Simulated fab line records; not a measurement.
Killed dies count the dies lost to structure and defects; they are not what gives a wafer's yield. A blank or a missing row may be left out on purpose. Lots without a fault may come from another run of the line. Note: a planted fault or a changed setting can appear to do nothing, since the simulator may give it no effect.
A lot that was struck, set against a sound lot    flow sky130    15 out of 708 route steps
Sound: these wafers, L428.1, L428.3, L428.4. The struck wafers were L430.1, L430.2, L430.6. The cause comes at the end.
For every step that has rows: the tool of each side, followed by ch and its chambers, followed by its first start. Under that, the readings that differ: sound wafers    struck wafers    difference of the means    sigmas: that difference in standard deviations of wafers without a fault.
alike: a reading whose means differ by less than 2 such deviations, as well as words and numbers matching on both sides. not compared: withheld readings; readings where some wafer has no value; bounds like >300 that might hide an equal value; numbers whose values overlap and for which the record gives no deviation.
A row with sigmas, a row that says differs or no value, or rows on one side alone: a step with any of these is where the two part. Numbers that have no deviation but don't overlap get no sigmas and don't part them. Lack of a reading on every wafer of one side parts them only where that side has two or more wafers.

first, 1 step without rows for these wafers: SKY_LDD_N_IMPLANT_15.
SKY_LDD_N_STRIP_16: strips in O2/N2.
  sound on plasma asher-01 ch 0,1, day 24 03:38; struck on plasma asher-03 ch 0,1, day 25 01:26
  alike: drypump motor current A, oes product au, strip time to endpoint s
  not compared: rf hours counter h
SKY_LDD_N_TW_MEAS_17:
  sound: film metro-03 at day 24 03:44; struck: film metro-03 at day 25 01:32
  alike: LDD_N_TW
then, 7 steps without rows for these wafers: SKY_LDD_P_DEHYDRATE_00 (time 60 s); SKY_LDD_P_HMDS_01 (prime time 60 s); SKY_LDD_P_COAT_02 (resist thk 1140 nm); SKY_LDD_P_SOFTBAKE_03 (time 60 s); SKY_LDD_P_EXPOSE_04 (exposes mask PSDM, target cd 380 nm); SKY_LDD_P_PEB_05; SKY_LDD_P_DEVELOP_06 (develop time 60 s).
SKY_LDD_P_CD_MEAS_07: target cd 380 nm.
  sound: cd sem-01 at day 25 09:24; struck: cd sem-02 at day 26 07:48
  alike: cd nm
SKY_LDD_P_OVL_MEAS_08:
  sound: overlay-01 at day 25 09:31; struck: overlay-02 at day 26 07:55
  alike: LDD_P_OVL
SKY_LDD_P_IMPLANT_09:
  sound on implanter-01 ch 0, day 25 09:34; struck on implanter-01 ch 0, day 26 07:58
reading        sound                        struck                         difference  sigmas
dose ions cm2  1.0007e+13 1.0004e+13 1e+13  9.668e+12 9.679e+12 9.659e+12  -3.350e+11  -28
SKY_LDD_P_STRIP_10: strips in O2/N2.
  sound on plasma asher-04 ch 0,1, day 25 09:43; struck on plasma asher-02 ch 0,1, day 26 08:07
  alike: drypump motor current A, oes product au, strip time to endpoint s
  not compared: rf hours counter h
-- here the record skips 24 days between the struck wafers' starts before and after, leaving off in module LDD_P and picking up in module PAD_OPEN (first step shown: number 708 of the route) --
SKY_PAD_OPEN_PROBE_99:
  sound: prober-02 at day 49 23:17; struck: prober-02 at day 50 10:20
reading                      sound           struck          difference  sigmas
model.etest.tip p.rs ohm sq  6828 6891 6837  7013 7075 7078  +203        
  alike: killed_at_M0_to_M3, killed_at_M4_up, killed at contacts, killed at front end, killed at other, killed dies, killed open, killed short

== WHERE THEY PART ==
Only at SKY_LDD_P_IMPLANT_09, within this record. Later steps at which nothing parts them and some readings are alike: SKY_LDD_P_STRIP_10, SKY_PAD_OPEN_PROBE_99.

WHY: what had been put in by the simulator
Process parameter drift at SKY_LDD_P_IMPLANT_09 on implanter-01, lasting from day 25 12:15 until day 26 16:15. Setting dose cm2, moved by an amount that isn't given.
